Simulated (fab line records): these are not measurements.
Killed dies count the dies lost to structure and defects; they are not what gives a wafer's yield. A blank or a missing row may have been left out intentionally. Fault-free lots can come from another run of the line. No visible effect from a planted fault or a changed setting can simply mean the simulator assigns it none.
Lot-split experiment / flow sfq_line / 15 wafers read from 5 lots, route of 325 steps

== THE SPLIT ITSELF ==
At SFQ_TRILAYER_M6_LITHO_COAT_164 (resist thk 62 nm), the setting spin_rpm was moved away from the recipe's 3000 rpm on 6 of the 15 wafers read, by -7.0% to +7.4%. All remaining wafers had this setting at the recipe value.

== FROM THE SPLIT TO THE READING: what the file shows between them, 2 steps ==
- SFQ_TRILAYER_M6_LITHO_PEB_162: peb time 60 s (also split here: peb_time_s)
- SFQ_TRILAYER_M6_LITHO_DEVELOP_161: time 60 s

== THE READING ==
etch.depth_nm (the simulator's own value, which no gauge read), in nm, at SFQ_TRILAYER_M6_BARC_OPEN_METAL_ETCH_206 (etches BARC in O2, target depth 125 nm, time 41.7 s). There is no usual value for it anywhere in the file. Across the 9 wafers here that went through the recipe, the average is 62.01 nm and the standard deviation 0.16 nm.

wafer=L075.1; tool, chamber at the split=litho_track-03, 0; spin_rpm as run, rpm=3000; against the recipe=recipe; etch.depth_nm, nm=61.69; against lot-mates on the recipe=-
wafer=L075.3; tool, chamber at the split=litho_track-03, 0; spin_rpm as run, rpm=2791; against the recipe=-7.0%; etch.depth_nm, nm=63.98; against lot-mates on the recipe=+2.29
wafer=L077.4; tool, chamber at the split=litho_track-01, 0; spin_rpm as run, rpm=3000; against the recipe=recipe; etch.depth_nm, nm=62.1; against lot-mates on the recipe=-
wafer=L077.5; tool, chamber at the split=litho_track-01, 0; spin_rpm as run, rpm=3000; against the recipe=recipe; etch.depth_nm, nm=62.18; against lot-mates on the recipe=-
wafer=L077.6; tool, chamber at the split=litho_track-01, 0; spin_rpm as run, rpm=3187; against the recipe=+6.2%; etch.depth_nm, nm=60.33; against lot-mates on the recipe=-1.81
wafer=L079.2; tool, chamber at the split=litho_track-03, 0; spin_rpm as run, rpm=3000; against the recipe=recipe; etch.depth_nm, nm=61.96; against lot-mates on the recipe=-
wafer=L079.4; tool, chamber at the split=litho_track-03, 0; spin_rpm as run, rpm=3000; against the recipe=recipe; etch.depth_nm, nm=61.82; against lot-mates on the recipe=-
wafer=L079.5; tool, chamber at the split=litho_track-03, 0; spin_rpm as run, rpm=3000; against the recipe=recipe; etch.depth_nm, nm=62.07; against lot-mates on the recipe=-
wafer=L083.3; tool, chamber at the split=litho_track-01, 0; spin_rpm as run, rpm=2908; against the recipe=-3.1%; etch.depth_nm, nm=62.61; against lot-mates on the recipe=no lot-mate on the recipe
wafer=L083.6; tool, chamber at the split=litho_track-01, 0; spin_rpm as run, rpm=2908; against the recipe=-3.1%; etch.depth_nm, nm=62.63; against lot-mates on the recipe=no lot-mate on the recipe
wafer=L084.1; tool, chamber at the split=litho_track-01, 0; spin_rpm as run, rpm=3000; against the recipe=recipe; etch.depth_nm, nm=62.07; against lot-mates on the recipe=-
wafer=L084.2; tool, chamber at the split=litho_track-01, 0; spin_rpm as run, rpm=3000; against the recipe=recipe; etch.depth_nm, nm=62.19; against lot-mates on the recipe=-
wafer=L084.3; tool, chamber at the split=litho_track-01, 0; spin_rpm as run, rpm=3000; against the recipe=recipe; etch.depth_nm, nm=62; against lot-mates on the recipe=-
wafer=L084.4; tool, chamber at the split=litho_track-01, 0; spin_rpm as run, rpm=3223; against the recipe=+7.4%; etch.depth_nm, nm=59.89; against lot-mates on the recipe=-2.20
wafer=L084.5; tool, chamber at the split=litho_track-01, 0; spin_rpm as run, rpm=3223; against the recipe=+7.4%; etch.depth_nm, nm=59.67; against lot-mates on the recipe=-2.42

FIT RESULTS
A straight line over all 15 wafers: etch.depth_nm changes by -0.28 nm for each +1% of spin_rpm; r = -0.99; the points scatter about the line by 0.17 nm.
The same after taking each lot's own level away (the mean of its wafers on the recipe; 13 wafers): -0.312 nm for each +1%; r = -1.00; scatter 0.097 nm.
The reading moves by 2.3 nm for the largest change in spin_rpm, on that fit.
Across the lots, their own levels run from 61.690 to 62.140 nm, a range of 2.9 times the standard deviation given above.
Thus the slope moves with the lot-to-lot level: the two fits are different.
Check: for one of the wafers moved furthest among these (+7.4%), held out of the fit, the line's prediction against its lot-mates is -2.35 nm. Against them it came out at -2.2 nm.

== OTHER SPLITS APPLIED TO THESE WAFERS ==
Other splits were also applied to these wafers ahead of the reading. Each is held against what the fit with the lots' levels taken away leaves over:
other split on the same wafers=SFQ_TRILAYER_I4_VIA_LITHO_COAT_103 resist_thk_nm; wafers away from the commonest value=4; r with etch.depth_nm (lot level and that fit taken away)=+0.13
other split on the same wafers=SFQ_TRILAYER_JJ_CE_LITHO_COAT_119 spin_rpm; wafers away from the commonest value=6; r with etch.depth_nm (lot level and that fit taken away)=-0.18
other split on the same wafers=SFQ_TRILAYER_M5_LITHO_COAT_123 spin_rpm; wafers away from the commonest value=3; r with etch.depth_nm (lot level and that fit taken away)=-0.31
other split on the same wafers=SFQ_TRILAYER_R5_DEP_SPUTTER_132 power_w; wafers away from the commonest value=0; r with etch.depth_nm (lot level and that fit taken away)=-
other split on the same wafers=SFQ_TRILAYER_R5_LITHO_COAT_136 resist_thk_nm; wafers away from the commonest value=4; r with etch.depth_nm (lot level and that fit taken away)=+0.09
other split on the same wafers=SFQ_TRILAYER_R5_BARC_OPEN_METAL_ETCH_177 icp_w; wafers away from the commonest value=6; r with etch.depth_nm (lot level and that fit taken away)=-0.08
other split on the same wafers=SFQ_TRILAYER_I5_LITHO_COAT_149 spin_rpm; wafers away from the commonest value=6; r with etch.depth_nm (lot level and that fit taken away)=+0.04
other split on the same wafers=SFQ_TRILAYER_I5_BARC_OPEN_VIA_ETCH_200 pressure_mtorr; wafers away from the commonest value=7; r with etch.depth_nm (lot level and that fit taken away)=+0.25
other split on the same wafers=SFQ_TRILAYER_M6_LITHO_PEB_162 peb_time_s; wafers away from the commonest value=4; r with etch.depth_nm (lot level and that fit taken away)=+0.32

== THE WHOLE CHAIN: every reading that the file lists as answering this split, in the file's order ==
step=SFQ_TRILAYER_M6_LITHO_COAT_164; what it does=resist thk 62 nm; reading=BARC_of_TRILAYER_M6_LITHO_COAT_164.thk_nm (the simulator's own value, which no gauge read); change (the file's fit)=-0.313 nm for each +1% of the setting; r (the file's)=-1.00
step=SFQ_TRILAYER_M6_BARC_OPEN_METAL_ETCH_206; what it does=etches BARC in O2, target depth 125 nm, time 41.7 s; reading=etch.depth_nm (the simulator's own value, which no gauge read); change (the file's fit)=-0.31 nm for each +1% of the setting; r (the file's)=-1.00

== THE FILE'S OWN FIT ==
etch.depth_nm changes by -0.31 nm for each +1% of spin_rpm, r = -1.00.
